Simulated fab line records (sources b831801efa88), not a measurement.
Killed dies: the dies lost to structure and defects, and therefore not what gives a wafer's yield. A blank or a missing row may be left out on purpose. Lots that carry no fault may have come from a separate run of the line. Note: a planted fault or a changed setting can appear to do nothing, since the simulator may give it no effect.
Commonality check across tools :: flow sky130 :: 11 lots, 39 wafers sampled

== WHAT PROMPTED THE OPENING ==
SKY_NWELL_THK_MEAS_02, reading NWELL_OXIDATION_THK: flagged on 2 of 11 lots. Wafers without a fault read 10.02 nm, standard deviation 0.16.
Rule: a lot gets a flag if all its wafers with a number sit over 4 standard deviations from that mean, or if no wafer of it has a number. All remaining lots are regarded as sound.

lot: L367
measured: day 2 11:01
on: film_metro-02
NWELL_OXIDATION_THK (nm), wafer by wafer: 10.31 10.24 10.19
flag: 

lot: L368
measured: day 2 15:26
on: film_metro-04
NWELL_OXIDATION_THK (nm), wafer by wafer: 10.01 9.97 9.89
flag: 

lot: L369
measured: day 2 20:29
on: film_metro-02
NWELL_OXIDATION_THK (nm), wafer by wafer: 9.94 9.81 9.75
flag: 

lot: L372
measured: day 3 13:15
on: film_metro-04
NWELL_OXIDATION_THK (nm), wafer by wafer: 9.64 9.80 9.67
flag: 

lot: L373
measured: day 3 19:28
on: film_metro-04
NWELL_OXIDATION_THK (nm), wafer by wafer: 7.98 8.02 7.95 8.04 7.99 7.92
flag: FLAGGED

lot: L378
measured: day 5 05:44
on: film_metro-04
NWELL_OXIDATION_THK (nm), wafer by wafer: 9.78 9.86 9.77
flag: 

lot: L379
measured: day 5 10:38
on: film_metro-02
NWELL_OXIDATION_THK (nm), wafer by wafer: 7.99 8.06 8.09 7.98 8.04 8.12
flag: FLAGGED

lot: L384
measured: day 6 06:51
on: film_metro-04
NWELL_OXIDATION_THK (nm), wafer by wafer: 10.08 10.13 10.04
flag: 

lot: L386
measured: day 6 18:02
on: film_metro-02
NWELL_OXIDATION_THK (nm), wafer by wafer: 9.99 10.04 10.15
flag: 

lot: L389
measured: day 7 10:34
on: film_metro-04
NWELL_OXIDATION_THK (nm), wafer by wafer: 9.92 10.10 10.00
flag: 

lot: L390
measured: day 7 10:34
on: film_metro-02
NWELL_OXIDATION_THK (nm), wafer by wafer: 9.98 10.03 10.17
flag: 
The numbers of the flagged lots are 8.02 nm on average: -2.00 nm against the usual, or -13 standard deviations.

== WHICH TOOL EACH LOT WENT THROUGH ==
The record keeps 1 process step preceding the reading, out of 708 steps on the route. Every cell lists first the tool, next ch and the chambers used by the sampled wafers, and last the start.
lot: L367
flag: 
SKY_NWELL_OXIDATION_01: furnace-02 ch 0, day 2 09:36

lot: L368
flag: 
SKY_NWELL_OXIDATION_01: furnace-02 ch 0, day 2 14:02

lot: L369
flag: 
SKY_NWELL_OXIDATION_01: furnace-02 ch 0, day 2 19:05

lot: L372
flag: 
SKY_NWELL_OXIDATION_01: furnace-01 ch 0, day 3 11:52

lot: L373
flag: FLAGGED
SKY_NWELL_OXIDATION_01: furnace-01 ch 0, day 3 18:04

lot: L378
flag: 
SKY_NWELL_OXIDATION_01: furnace-02 ch 0, day 5 04:19

lot: L379
flag: FLAGGED
SKY_NWELL_OXIDATION_01: furnace-01 ch 0, day 5 09:12

lot: L384
flag: 
SKY_NWELL_OXIDATION_01: furnace-02 ch 0, day 6 05:26

lot: L386
flag: 
SKY_NWELL_OXIDATION_01: furnace-02 ch 0, day 6 16:38

lot: L389
flag: 
SKY_NWELL_OXIDATION_01: furnace-02 ch 0, day 7 09:10

lot: L390
flag: 
SKY_NWELL_OXIDATION_01: furnace-02 ch 0, day 7 09:10
What the steps here do:
- SKY_NWELL_OXIDATION_01: stabilise 600 s, purge 300 s, target thk 10 nm.
- SKY_NWELL_THK_MEAS_02

== FLAGGED AGAINST TOTAL, ONE TOOL AT A TIME (gauges that did the reading follow at the end) ==
step: SKY_NWELL_OXIDATION_01
tool: furnace-01
lots run: 3
flagged: 2
share of the flagged lots: all
sound lots run after its first flagged lot: 0

step: SKY_NWELL_OXIDATION_01
tool: furnace-02
lots run: 8
flagged: 0
share of the flagged lots: none
sound lots run after its first flagged lot: -

step: SKY_NWELL_THK_MEAS_02
tool: film_metro-02
lots run: 5
flagged: 1
share of the flagged lots: some
sound lots run after its first flagged lot: 2 (L386,L390)

step: SKY_NWELL_THK_MEAS_02
tool: film_metro-04
lots run: 6
flagged: 1
share of the flagged lots: some
sound lots run after its first flagged lot: 3 (L378,L384,L389)

== WHAT THE TABLE PERMITS ==
1 row of the table ran every flagged lot: furnace-01 at SKY_NWELL_OXIDATION_01.
- furnace-01 at SKY_NWELL_OXIDATION_01: 2 of its 3 lots flagged. It ran its last sound lot, L372, at day 3 11:52 and its first flagged lot, L373, at day 3 18:04: a fault with its onset between the two fits. Its own readings lie more than 4 standard deviations out on every wafer of the flagged lots: spike_tc_bottom_C, spike_tc_centre_C, spike_tc_lower_C, spike_tc_upper_C, tube_center_temp_C, tube_center_temp_C_max.
One tool is left: furnace-01 at SKY_NWELL_OXIDATION_01.

== WHAT THE SIMULATOR HAD PUT IN ==
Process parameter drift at SKY_NWELL_OXIDATION_01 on furnace-01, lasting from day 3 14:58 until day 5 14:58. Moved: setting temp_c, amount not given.
Struck lots among those shown: L373, L379. The same result came from the rule above.
